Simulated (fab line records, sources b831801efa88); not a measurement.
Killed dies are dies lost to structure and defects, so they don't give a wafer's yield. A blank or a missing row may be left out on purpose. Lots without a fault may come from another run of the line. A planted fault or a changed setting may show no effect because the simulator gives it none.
Problem report in the 8D (eight disciplines) form, filled by code | flow sky130 | the parts of the form that need people (team, actions taken, sign-off) are left out

1. THE PROBLEM
plate_temp_C at SKY_PAD_OPEN_SOFTBAKE_03 reads a mean of 115.64 C on 9 wafers of 3 lots; wafers without a fault read 109.99 C with a standard deviation of 0.13. That is +43 standard deviations from the usual mean.
First seen on wafer L674.2, day 49 16:15, on litho_track-02. The record holds 33 wafers of 11 lots with a number at this step. Rule for "out", or "out of limits": more than 4 standard deviations from the usual mean. The other wafers with a number count as sound.

2. WHAT IT IS AND WHAT IT IS NOT
question                    | is                                 | is not
which readings at this step | plate_temp_C, heater_power_total_W | -
which lots                  | L674, L675, L678                   | L657, L661, L665, L666, L667, L668, L669, L680
which wafers of those lots  | all that have a number             | -
read on which tools         | litho_track-02                     | litho_track-03, litho_track-04
when                        | from day 49 16:15                  | up to then (21 sound wafers); but 3 sound wafers of L680 came after

3. SUSPECTS, AND WHAT RULES EACH OUT
Counting: a tool at a process step up to the reading stays a suspect if it ran every lot that is out and no sound lot after the first of them.
- litho_track-02 at SKY_PAD_OPEN_SOFTBAKE_03: kept. It ran every lot that is out, first L674 (day 49 16:15), and no sound lot after that; its last sound lot up to then is L668 (day 48 11:43). Its own readings are out on those wafers: heater_power_total_W, plate_temp_C.
Left after counting: litho_track-02 at SKY_PAD_OPEN_SOFTBAKE_03.

4. THE CAUSE (what the simulator had put in)
Process parameter drift: litho_track-02, from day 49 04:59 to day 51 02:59, at SKY_PAD_OPEN_SOFTBAKE_03. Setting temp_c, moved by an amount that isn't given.
Counting left only this tool.

5. THE CHAIN OF EFFECTS, in route order
Each row: a reading whose mean over the struck wafers that have a number lies more than 3 standard deviations from the usual. Only readings for which the record gives a usual standard deviation are gone through. hours: the time from each lot's start at the first step in this table that gives one to its start at this step, as a median over the lots. sigmas: the change in usual standard deviations.
hours | step                     | reading                  | usual    | on struck wafers | change | sigmas
0     | SKY_PAD_OPEN_SOFTBAKE_03 | heater_power_total_W     | 65.32 W  | 69.82            | +4.50  | +32
0     | SKY_PAD_OPEN_SOFTBAKE_03 | plate_temp_C             | 109.99 C | 115.64           | +5.65  | +43
9     | SKY_PAD_OPEN_STRIP_08    | strip_time_to_endpoint_s | 36.66 s  | 36.26            | -0.40  | -4.0
The process steps in it:
- SKY_PAD_OPEN_SOFTBAKE_03
- SKY_PAD_OPEN_STRIP_08: strips in O2/N2.
Later measuring or inspecting steps at which every struck wafer that the step has a row for has a number for every such reading, and none has moved that far: SKY_PAD_OPEN_BOW_MEAS_13.

6. WHAT WOULD HAVE CAUGHT IT SOONER
In this record the first reading out of limits was taken at day 49 16:15, 11 hours after the fault began at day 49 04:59.
